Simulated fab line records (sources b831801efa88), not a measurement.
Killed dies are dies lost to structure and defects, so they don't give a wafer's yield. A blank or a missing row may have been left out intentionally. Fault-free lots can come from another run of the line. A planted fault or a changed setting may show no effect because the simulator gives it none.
fab line records    flow sky130
[record] lots = 12  wafers = 36  lastDay = 50
route steps=708 shown FIELD_ISO@5 VT_ADJUST_LVTN@116 SD_N@354
lots that met no fault: taken from a fault-free run of the same line
startH: start of the lot's first displayed wafer, in hours after the record's first day    waitH: how many hours have passed since the lot's step before this one    " as in the row above    L1.1+2: a row that stands for several wafers    - value missing, or start not given    * or withheld: withheld    < > ~ a bound
route shown NAME@n: names a module that has steps shown in the file, with the first one's number in the route    usual: average and standard deviation across the fault-free wafers    same: alike in all rows    chamber/n: place in a boat    sites: the reading at each site    _std_site: the standard deviation of these    _edge_site: the outer-site mean with the inner-site mean subtracted    radiusMm: for every site, how far away it sits from the centre of the wafer    mask NAME#n: copy n    behind: the last tool/chamber to shape the wafer    hold: the reason the lot was held/the length of the hold in hours/how it ended    device: the transistor (n, p or np) that didn't switch    end of line: the route-end tests of the same wafers    step lacking rows: just its recipe    killed: not the wafer's yield, but the dies lost to structure and defects at the first sort    map: shows each die of a wafer: x if killed, . if not, _ if none is there
set.NAME: the setting the step ran with; set.NAME@STEP: the setting that earlier step ran with    model.NAME: the simulator's own value behind a step, which no gauge read
steps of the route over a sample of lots; a table a step, a row a wafer
services: when a tool's chamber went out of use (startH, in hours from the record's first day, below 0 if earlier), for how many hours, and the reason
[[steps]]
[step SKY_FIELD_ISO_THK_MEAS_04]
[recipe] reads = Si3N4_of_FIELD_ISO_CVD_03
[usual] FIELD_ISO_CVD_03_THK = 165.5/1.7
lot.wafer  tool          chamber  startH  waitH  FIELD_ISO_CVD_03_THK[nm]
L600.2     filmMetro-02  -        20.11   0.0    163.7
L600.3     "             -        "       "      163.7
L600.5     "             -        "       "      163.3
L602.1     filmMetro-01  -        28.48   0.0    164.8
L602.5     "             -        "       "      166.5
L602.6     "             -        "       "      167.0
L603.1     filmMetro-04  -        34.38   0.0    165.9
L603.3     "             -        "       "      166.3
L603.5     "             -        "       "      165.1
L604.3     filmMetro-01  -        39.91   0.0    164.7
L604.4     "             -        "       "      166.5
L604.6     "             -        "       "      165.8
L605.1     filmMetro-01  -        44.24   0.0    163.6
L605.2     "             -        "       "      163.6
L605.4     "             -        "       "      164.3
L607.2     filmMetro-04  -        54.29   0.0    164.2
L607.5     "             -        "       "      163.9
L607.6     "             -        "       "      164.1
L610.1     filmMetro-04  -        71.26   0.0    164.6
L610.5     "             -        "       "      165.2
L610.6     "             -        "       "      163.9
L612.1     filmMetro-01  -        79.52   0.0    164.5
L612.3     "             -        "       "      165.7
L612.5     "             -        "       "      164.5
L613.4     filmMetro-02  -        84.04   0.0    167.2
L613.5     "             -        "       "      166.8
L613.6     "             -        "       "      167.0
L618.2     filmMetro-02  -        109.98  0.0    165.1
L618.5     "             -        "       "      164.0
L618.6     "             -        "       "      163.9
L619.2     filmMetro-01  -        114.83  0.0    164.9
L619.3     "             -        "       "      165.6
L619.4     "             -        "       "      164.3
L622.1     filmMetro-01  -        129.37  0.0    167.8
L622.2     "             -        "       "      168.0
L622.3     "             -        "       "      166.0
[step SKY_FIELD_ISO_CMP_27]
[recipe] stopOn = Si3N4  tOverpolishS = 16  downForcePsi = 4  platenRpm = 60  targetThkNm = 457.8  padVelocityMS = 0.94248
[usual] headPressurePsi = 4.000/0.0091  motorCurrentA = 11.6/1  overpolishRunS = 15.999/0.0086  timeToEndpointS = 113/3.5
lot.wafer  tool    chamber  startH  waitH  headPressurePsi  motorCurrentA  overpolishRunS  timeToEndpointS
L600.2     cmp-02  3        39.30   0.0    4.004            12.5           16.003          121
L600.3     "       2        "       "      4.017            10.0           15.994          115
L600.5     "       0        "       "      4.003            11.3           16.005          118
L602.1     cmp-02  3        48.87   0.1    4.014            12.8           15.998          117
L602.5     "       2        "       "      3.996            10.7           16.001          117
L602.6     "       3        "       "      3.995            12.9           16.003          117
L603.1     cmp-01  2        54.66   0.0    3.983            13.2           16.006          110
L603.3     "       1        "       "      3.994            10.5           15.996          116
L603.5     "       3        "       "      3.999            13.2           16.004          115
L604.4     cmp-01  0        60.94   0.1    4.002            12.5           15.985          113
L604.3     "       1        "       "      4.005            10.6           16.010          112
L604.6     "       2        "       "      3.999            11.9           15.998          112
L605.4     cmp-01  1        64.91   0.0    4.008            11.0           16.007          114
L605.2     "       3        "       "      4.001            12.2           16.006          116
L605.1     "       0        "       "      3.986            11.9           15.995          118
L607.2     cmp-02  3        75.60   0.1    3.982            13.4           15.995          111
L607.5     "       1        "       "      4.001            10.7           16.017          110
L607.6     "       2        "       "      3.996            11.0           15.984          109
L610.1     cmp-02  0        94.82   0.1    3.994            11.7           16.003          107
L610.5     "       1        "       "      4.000            10.5           16.011          111
L610.6     "       2        "       "      3.977            9.7            16.017          109
L612.3     cmp-02  2        105.24  0.1    3.999            11.2           15.997          116
L612.1     "       3        "       "      3.985            13.5           16.010          114
L612.5     "       1        "       "      3.994            10.9           15.997          111
L613.4     cmp-01  3        106.79  0.1    4.005            12.6           15.989          114
L613.6     "       0        "       "      3.993            11.8           16.002          113
L613.5     "       1        "       "      3.996            10.5           15.992          112
L618.2     cmp-02  2        131.45  0.1    4.001            10.7           16.002          108
L618.6     "       1        "       "      3.999            10.2           15.991          107
L618.5     "       2        "       "      3.998            10.8           16.017          107
L619.3     cmp-02  1        139.97  0.0    3.985            10.4           16.004          114
L619.4     "       3        "       "      3.995            13.1           16.008          114
L619.2     "       0        "       "      3.985            11.3           15.989          112
L622.2     cmp-01  1        153.18  0.1    4.011            10.9           16.013          115
L622.3     "       2        "       "      4.007            12.4           16.007          106
L622.1     "       3        "       "      4.007            12.0           15.999          110
[step SKY_VT_ADJUST_LVTN_IMPLANT_19]
[recipe] species = B  energyKev = 30  doseCm2 = 6.5e+11  tiltDeg = withheld
[usual] beamEnergyKeV = 30.001/0.0099  doseIonsCm2 = 6.502e+11/7.3e+08  faradayCurrentUA = 3.67/0.069
lot.wafer  tool          chamber  startH  waitH  beamEnergyKeV  doseIonsCm2  faradayCurrentUA
L600.2     implanter-01  0        166.26  0.0    30.003         6.501e+11    3.60
L600.3     "             0        "       "      30.004         6.504e+11    3.57
L600.5     "             0        "       "      29.979         6.501e+11    3.65
L602.1     implanter-03  0        179.78  0.0    30.003         6.5e+11      3.63
L602.5     "             0        "       "      30.003         6.505e+11    3.61
L602.6     "             0        "       "      29.991         6.489e+11    3.68
L603.1     implanter-01  0        190.00  0.0    30.000         6.499e+11    3.68
L603.3     "             0        "       "      30.002         6.504e+11    3.55
L603.5     "             0        "       "      29.998         6.518e+11    3.63
L604.3     implanter-02  0        195.58  0.1    29.989         6.496e+11    3.67
L604.4     "             0        "       "      29.991         6.496e+11    3.68
L604.6     "             0        "       "      29.988         6.5e+11      3.61
L605.1     implanter-03  0        203.85  0.0    29.994         6.509e+11    3.70
L605.2     "             0        "       "      29.994         6.496e+11    3.61
L605.4     "             0        "       "      29.986         6.509e+11    3.71
L607.2     implanter-01  0        215.61  0.0    30.015         6.495e+11    3.66
L607.5     "             0        "       "      30.003         6.492e+11    3.75
L607.6     "             0        "       "      30.012         6.5e+11      3.72
L610.1     implanter-02  0        239.83  0.0    30.001         6.499e+11    3.72
L610.5     "             0        "       "      29.998         6.502e+11    3.51
L610.6     "             0        "       "      29.996         6.494e+11    3.72
L613.4     implanter-01  0        255.43  0.1    29.995         1.0512e+12   5.88
L613.5     "             0        "       "      30.005         1.05e+12     6.08
L613.6     "             0        "       "      30.009         1.0503e+12   5.92
L612.1     implanter-01  0        255.93  0.0    30.011         1.0516e+12   5.86
L612.3     "             0        "       "      30.004         1.0515e+12   5.92
L612.5     "             0        "       "      30.004         1.0499e+12   5.91
L618.2     implanter-03  0        289.46  0.0    29.999         6.509e+11    3.70
L618.5     "             0        "       "      30.008         6.509e+11    3.59
L618.6     "             0        "       "      29.994         6.507e+11    3.75
L619.2     implanter-03  0        300.21  0.0    30.003         6.501e+11    3.67
L619.3     "             0        "       "      29.986         6.507e+11    3.78
L619.4     "             0        "       "      30.014         6.491e+11    3.72
L622.1     implanter-02  0        316.50  0.0    29.995         6.505e+11    3.59
L622.2     "             0        "       "      29.996         6.498e+11    3.57
L622.3     "             0        "       "      30.004         6.499e+11    3.63
[step SKY_VT_ADJUST_LVTN_TW_MEAS_21]
[usual] VT_ADJUST_LVTN_2_TW = 187.9/1.1
lot.wafer  tool          chamber  startH  waitH  VT_ADJUST_LVTN_2_TW
L600.2     filmMetro-04  -        166.50  0.1    189.2
L600.3     "             -        "       "      189.2
L600.5     "             -        "       "      188.3
L602.1     filmMetro-04  -        180.03  0.1    189.4
L602.5     "             -        "       "      189.6
L602.6     "             -        "       "      188.8
L603.1     filmMetro-04  -        190.25  0.1    189.8
L603.3     "             -        "       "      189.8
L603.5     "             -        "       "      189.0
L604.3     filmMetro-01  -        195.80  0.1    187.3
L604.4     "             -        "       "      188.0
L604.6     "             -        "       "      187.8
L605.1     filmMetro-04  -        204.10  0.1    190.1
L605.2     "             -        "       "      190.0
L605.4     "             -        "       "      190.6
L607.2     filmMetro-01  -        215.84  0.1    187.8
L607.5     "             -        "       "      187.9
L607.6     "             -        "       "      187.6
L610.1     filmMetro-01  -        240.08  0.1    187.9
L610.5     "             -        "       "      187.6
L610.6     "             -        "       "      188.1
L613.4     filmMetro-04  -        255.63  0.1    217.8
L613.5     "             -        "       "      216.9
L613.6     "             -        "       "      215.6
L612.1     filmMetro-04  -        256.18  0.1    216.8
L612.3     "             -        "       "      215.6
L612.5     "             -        "       "      216.5
L618.2     filmMetro-03  -        289.69  0.1    186.8
L618.5     "             -        "       "      187.0
L618.6     "             -        "       "      186.0
L619.2     filmMetro-01  -        300.45  0.1    189.2
L619.3     "             -        "       "      189.4
L619.4     "             -        "       "      188.9
L622.1     filmMetro-03  -        316.75  0.1    186.2
L622.2     "             -        "       "      186.1
L622.3     "             -        "       "      186.4
[step SKY_SD_N_TW_MEAS_12]
[usual] SD_N_TW = 3956/28
lot.wafer  tool          chamber  startH  waitH  SD_N_TW
L600.2     filmMetro-03  -        652.26  0.1    3930
L600.3     "             -        "       "      3924
L600.5     "             -        "       "      3928
L602.1     filmMetro-01  -        672.50  0.1    3971
L602.5     "             -        "       "      4014
L602.6     "             -        "       "      3982
L603.1     filmMetro-02  -        676.85  0.1    3940
L603.3     "             -        "       "      3946
L603.5     "             -        "       "      3943
L604.3     filmMetro-02  -        684.62  0.1    3959
L604.4     "             -        "       "      3960
L604.6     "             -        "       "      3959
L605.1     filmMetro-03  -        721.75  0.1    3935
L605.2     "             -        "       "      3949
L605.4     "             -        "       "      3930
L607.2     filmMetro-03  -        722.76  0.1    3952
L607.5     "             -        "       "      3958
L607.6     "             -        "       "      3922
L610.1     filmMetro-02  -        740.30  0.1    3970
L610.5     "             -        "       "      3951
L610.6     "             -        "       "      3969
L613.4     filmMetro-01  -        754.93  0.1    3986
L613.5     "             -        "       "      3963
L613.6     "             -        "       "      3981
L612.1     filmMetro-01  -        762.55  0.1    3977
L612.3     "             -        "       "      3961
L612.5     "             -        "       "      3977
L618.2     filmMetro-03  -        789.21  0.1    3932
L618.5     "             -        "       "      3949
L618.6     "             -        "       "      3945
L619.2     filmMetro-01  -        804.91  0.1    4040
L619.3     "             -        "       "      4007
L619.4     "             -        "       "      4017
L622.1     filmMetro-01  -        819.60  0.1    4006
L622.2     "             -        "       "      4041
L622.3     "             -        "       "      4016
[[services]]
tool          chamber  startH  hours  kind
cmp-01        -        31.16   0.2    repair
implanter-03  -        47.65   10.1   repair
cmp-02        -        64.00   4.0    pm
cmp-01        -        68.00   4.2    pm
cmp-02        -        104.57  0.5    repair
cmp-01        -        106.98  3.7    repair
cmp-02        -        132.76  2.1    repair
cmp-01        -        144.85  1.1    repair
cmp-01        -        146.56  1.1    repair
cmp-01        -        161.62  0.5    repair
cmp-02        -        163.50  1.5    repair
implanter-03  -        172.46  1.6    repair
cmp-01        -        175.70  4.0    repair
cmp-01        -        210.84  1.0    repair
cmp-01        -        224.23  13.3   pm
implanter-01  -        232.43  1.1    repair
implanter-01  -        234.06  5.3    pm
cmp-01        -        237.57  4.0    pm
cmp-02        -        241.57  5.2    pm
cmp-02        -        280.02  0.5    repair
cmp-02        -        283.85  4.5    pm
cmp-02        -        292.47  0.8    repair
cmp-01        -        301.16  5.3    pm
implanter-01  -        312.01  23.6   pm
[[key]]
[firstSign] step = SKY_VT_ADJUST_LVTN_IMPLANT_19  reading = doseIonsCm2  direction = up  sigmas = 99+  usual = *  struck = *
[effect] step = SKY_VT_ADJUST_LVTN_IMPLANT_19  reading = faradayCurrentUA  direction = up  sigmas = 33  usual = 3.67  struck = 5.93
[effect] step = SKY_VT_ADJUST_LVTN_TW_MEAS_21  reading = VT_ADJUST_LVTN_2_TW  direction = up  sigmas = 25  usual = 187.9  struck = 216.5
metAt SKY_VT_ADJUST_LVTN_IMPLANT_19
struckLots L612,L613
testerLeftOut L612,L613
notActingAt SKY_FIELD_ISO_THK_MEAS_04,SKY_FIELD_ISO_CMP_27,SKY_SD_N_TW_MEAS_12
onsetBetween 215.61 255.43
[fault] kind = processParameterDrift  tool = implanter-01  chamber = -  onsetH = 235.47  steps = SKY_VT_ADJUST_LVTN_IMPLANT_19  channel = doseCm2  offset = *  shape = step  endH = 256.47  actsIn = *  stated = *
// testerLeftOut: of these lots the tester's yield and bins aren't shown, on N5 and GAA mostly nor the transistor test; their killed dies are dies lost to structure and defects alone, not to doping, threshold or leakage, so they don't give the yield
